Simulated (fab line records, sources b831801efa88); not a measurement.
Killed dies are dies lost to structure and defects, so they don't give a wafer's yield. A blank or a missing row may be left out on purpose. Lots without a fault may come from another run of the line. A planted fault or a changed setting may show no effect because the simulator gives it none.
Which tool did it? | flow gf180mcu | 13 lots, 37 wafers sampled, at 3 steps of a route of 602

WHAT THE GAUGES READ, wafer by wafer
GF_CONTACT_BOW_MEAS_05. Usual: CONTACT_BOW 65 um, standard deviation 6.4.
lot  | measured     | on            | CONTACT_BOW (um) | flag
L797 | day 15 20:29 | film_metro-01 | 80 63 64         |
L798 | day 16 03:20 | film_metro-02 | 66 62 69         |
L799 | day 16 12:09 | film_metro-01 | 74 73 76         |
L800 | day 16 19:06 | film_metro-04 | 50 64 79         |
L801 | day 17 01:13 | film_metro-02 | 68 56 62         |
L805 | day 18 17:02 | film_metro-02 | 65 61 73         |
L806 | day 19 01:26 | film_metro-02 | 57 62 61         |
L807 | day 19 09:10 | film_metro-01 | 64 60 76         |
L808 | day 19 12:34 | film_metro-01 | 63 57 73         |
L809 | day 20 03:26 | film_metro-02 | 76 69            |
L810 | day 20 10:24 | film_metro-02 | 62 67            |
L811 | day 20 21:38 | film_metro-01 | 71 67 67         |
L818 | day 23 05:16 | film_metro-01 | 64 60 71         |

GF_V1_THK_MEAS_03. Usual: V1_CVD_02_THK 850 nm, standard deviation 9.6.
lot  | measured     | on            | V1_CVD_02_THK (nm) | flag
L797 | day 17 21:44 | film_metro-03 | 843 839 846        |
L798 | day 18 04:26 | film_metro-01 | 840 835 842        |
L799 | day 18 13:01 | film_metro-01 | 828 832 830        |
L800 | day 18 21:02 | film_metro-04 | 844 867 856        |
L801 | day 19 03:25 | film_metro-03 | 855 859 864        |
L805 | day 20 21:09 | film_metro-01 | 837 848 853        |
L806 | day 21 05:44 | film_metro-03 | 847 846 854        |
L807 | day 21 13:26 | film_metro-03 | 833 849 853        |
L808 | day 21 16:02 | film_metro-01 | 850 844 854        |
L809 | day 22 06:53 | film_metro-03 | 829 850            |
L810 | day 22 13:53 | film_metro-03 | 843 843            |
L811 | day 23 00:50 | film_metro-04 | 849 857 864        |
L818 | day 25 04:47 | film_metro-03 | 845 856 858        |

WHICH TOOL RAN EACH LOT (tool, then ch and the chambers of the sampled wafers, then the start)
lot  | GF_CONTACT_SPUTTER_23
L797 | pvd_sputter-04, day 16 20:09
L798 | pvd_sputter-03, day 17 03:16
L799 | pvd_sputter-01, day 17 11:51
L800 | pvd_sputter-03, day 17 18:48
L801 | pvd_sputter-01, day 18 01:25
L805 | pvd_sputter-04, day 19 18:51
L806 | pvd_sputter-03, day 20 03:13
L807 | pvd_sputter-01, day 20 10:49
L808 | pvd_sputter-01, day 20 13:13
L809 | pvd_sputter-04, day 21 04:43
L810 | pvd_sputter-04, day 21 11:58
L811 | pvd_sputter-01, day 21 22:46
L818 | pvd_sputter-03, day 24 04:51
- GF_CONTACT_SPUTTER_23: material TiN, target thk 10 nm, time 40 s.

WHAT THE TOOLS THEMSELVES READ (means of the sampled wafers that have a number; where no wafer has one, the mark that the record gives instead)
GF_CONTACT_SPUTTER_23. Usual: throttle_valve_pct 29.9 %, standard deviation 0.88.
lot  | tool           | throttle_valve_pct (%) | flag
L797 | pvd_sputter-04 | 29.8                   |
L798 | pvd_sputter-03 | 29.1                   |
L799 | pvd_sputter-01 | 30.0                   |
L800 | pvd_sputter-03 | 28.4                   |
L801 | pvd_sputter-01 | 30.0                   |
L805 | pvd_sputter-04 | 30.0                   |
L806 | pvd_sputter-03 | 29.1                   |
L807 | pvd_sputter-01 | 30.0                   |
L808 | pvd_sputter-01 | 29.8                   |
L809 | pvd_sputter-04 | 29.6                   |
L810 | pvd_sputter-04 | 30.0                   |
L811 | pvd_sputter-01 | 29.9                   |
L818 | pvd_sputter-03 | 30.1                   |

THE ANSWER, worked out from the rows above alone
Rule: a lot is off if the mean of its wafers that have a number lies more than 3 standard deviations from the usual mean. A lot without any number at a reading at which 4 lots or more have one is off too. The other lots that the step has rows for count as sound. The gauges are gone through in route order, then the tools' own readings, and for those a lot's mean is taken as printed above. The first step at which some lot is off is used, and at that step the reading that is off furthest; a lot without a number counts as furthest.
No lot is off at any reading shown: from this, nothing can be told.

WHAT THE SIMULATOR HAD PUT IN
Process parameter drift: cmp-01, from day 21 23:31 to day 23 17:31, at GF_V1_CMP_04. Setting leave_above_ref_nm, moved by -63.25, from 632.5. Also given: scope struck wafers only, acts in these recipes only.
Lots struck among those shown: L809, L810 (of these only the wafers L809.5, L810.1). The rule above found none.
